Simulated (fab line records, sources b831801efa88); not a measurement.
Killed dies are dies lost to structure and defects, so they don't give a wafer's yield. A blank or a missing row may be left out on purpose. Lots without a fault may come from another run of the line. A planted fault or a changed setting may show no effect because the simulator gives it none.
One fault seen from 2 desks | flow sfq_line | each desk has only its own numbers; what lay behind them comes last

THE TOOL OWNER'S DESK: litho_track-02
The tool's own readings at SFQ_TRILAYER_M6_LITHO_DEVELOP_161 (time 60 s): means of the sampled wafers that have a number, for each lot that ran on this tool. A lot is out of limits, marked OUT, if its mean lies more than 4 standard deviations from the usual mean; the brackets give that distance.
Columns: A = chill_plate_temp_C at SFQ_TRILAYER_M6_LITHO_DEVELOP_161, usual 22.98 C; B = exhaust_pa at SFQ_TRILAYER_M6_LITHO_DEVELOP_161, usual 45.1 Pa; C = resist_line_temp_C at SFQ_TRILAYER_M6_LITHO_DEVELOP_161, usual 23.01 C
lot  | first seen here | A     | B    | C
L389 | day 82 03:46    | 22.96 | 45.8 | 23.10
This desk's finding: nothing out of limits on the one lot.

THE METROLOGY DESK
What the gauges read, lot by lot, whatever tool the lot ran on: means of the sampled wafers that have a number. A lot is out of limits, marked OUT, if its mean lies more than 4 standard deviations from the usual mean; the brackets give that distance.
Columns: A = M6_NB_RS at SFQ_M6_RS_MEAS_938, usual 0.887 ohm/sq; B = M6_OVL at SFQ_M6_OVL_MEAS_940, usual 2 nm
lot  | first seen here | A     | B
L381 | day 78 20:32    | 0.881 | 4
L384 | day 80 00:59    | 0.890 | -
L385 | day 80 03:27    | 0.894 | -
L389 | day 81 19:20    | 0.875 | -4
L395 | day 86 03:53    | 0.875 | -1
L396 | day 86 05:05    | 0.881 | 6
This desk's finding: nothing out of limits on any of the 6 lots.

PUT TOGETHER
The tool owner's desk saw nothing out of limits.
The metrology desk saw nothing out of limits.

WHAT THE SIMULATOR HAD PUT IN
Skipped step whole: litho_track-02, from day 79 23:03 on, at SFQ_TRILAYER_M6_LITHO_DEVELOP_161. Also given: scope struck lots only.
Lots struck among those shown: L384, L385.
